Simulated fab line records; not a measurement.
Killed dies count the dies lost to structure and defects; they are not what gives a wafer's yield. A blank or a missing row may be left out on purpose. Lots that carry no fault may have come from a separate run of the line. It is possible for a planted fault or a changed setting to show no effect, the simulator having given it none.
Which tool was responsible?	flow sfq-line	route of 325 steps, sampled at 1 step: 14 lots, 42 wafers

== WHAT THE GAUGES SHOWED, per wafer ==
Not one reading of a measure or inspect step in the record can be checked against a usual standard deviation.

== WHICH TOOL RAN EACH LOT (tool, then ch and the chambers of the sampled wafers, then the start) ==
lot	SFQ_TRILAYER_I1_CMP_CMP_046
L395	cmp-01 ch 0,2,3, day 21 04:04
L396	cmp-01 ch 0,2,3, day 21 10:04
L397	cmp-01 ch 0,1,3, day 22 04:59
L398	cmp-02 ch 0,2,3, day 22 11:16
L400	cmp-02 ch 0,1,2, day 23 10:58
L401	cmp-01 ch 0,2,3, day 25 00:40
L406	cmp-02 ch 0,1,2, day 26 22:21
L407	cmp-01 ch 1,2,3, day 26 23:09
L409	cmp-02 ch 0,1,2, day 27 03:21
L410	cmp-01 ch 0,2, day 27 05:39
L411	cmp-01 ch 0,2,3, day 27 08:39
L413	cmp-01 ch 0,2,3, day 27 11:09
L415	cmp-01 ch 0,2,3, day 27 14:39
L417	cmp-01 ch 0,1,3, day 27 17:09
- SFQ_TRILAYER_I1_CMP_CMP_046: polishes SiO2.

== WHAT THE TOOLS THEMSELVES READ (means of the sampled wafers that have a number; where no wafer has one, the mark that the record gives instead) ==
SFQ_TRILAYER_I1_CMP_CMP_046. Usual: motor-current-A 10.4 A, standard deviation 1.3; time-to-endpoint-s 217 s, standard deviation 6.7.
lot	tool	motor-current-A (A)	time-to-endpoint-s (s)	flag
L395	cmp-01	10.3	216	
L396	cmp-01	10.2	212	
L397	cmp-01	10.3	217	
L398	cmp-02	11.1	208	
L400	cmp-02	10.4	217	
L401	cmp-01	10.0	222	
L406	cmp-02	10.8	185	OFF
L407	cmp-01	10.4	222	
L409	cmp-02	11.1	151	OFF
L410	cmp-01	11.1	227	
L411	cmp-01	10.6	219	
L413	cmp-01	10.4	220	
L415	cmp-01	10.2	218	
L417	cmp-01	10.2	216	

== THE ANSWER, worked out from the rows above alone ==
Rule: lot off if the mean of its wafers having a number is beyond 3 standard deviations from the usual mean. A lot without any number at a reading at which 4 lots or more have one is off too. The other lots that the step has rows for count as sound. The gauges are gone through in route order, then the tools' own readings, and for those a lot's mean is taken as printed above. The first step at which some lot is off is used, and at that step the reading that is off furthest; a lot without a number counts as furthest.
Off, at SFQ_TRILAYER_I1_CMP_CMP_046 on time-to-endpoint-s: L406, L409.
A tool fits if, at that step or a process step before it, it ran every lot that is off, and no sound lot after the first of them. One fits: SFQ_TRILAYER_I1_CMP_CMP_046 on cmp-02. A fault onset in the window from L400 (day 23 10:58, its last sound lot) to L406 (day 26 22:21, its first lot off) fits.
On the lots that are off, the tool's own readings at SFQ_TRILAYER_I1_CMP_CMP_046 differ by more than 5 times the standard deviation of the sound lots' means, which bears it out; time-to-endpoint-s reads 168 s there versus 218 s on the sound lots.

== WHAT THE SIMULATOR HAD INSERTED ==
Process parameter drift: cmp-02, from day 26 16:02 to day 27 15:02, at SFQ_TRILAYER_I1_CMP_CMP_046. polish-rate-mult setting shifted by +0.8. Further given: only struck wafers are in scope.
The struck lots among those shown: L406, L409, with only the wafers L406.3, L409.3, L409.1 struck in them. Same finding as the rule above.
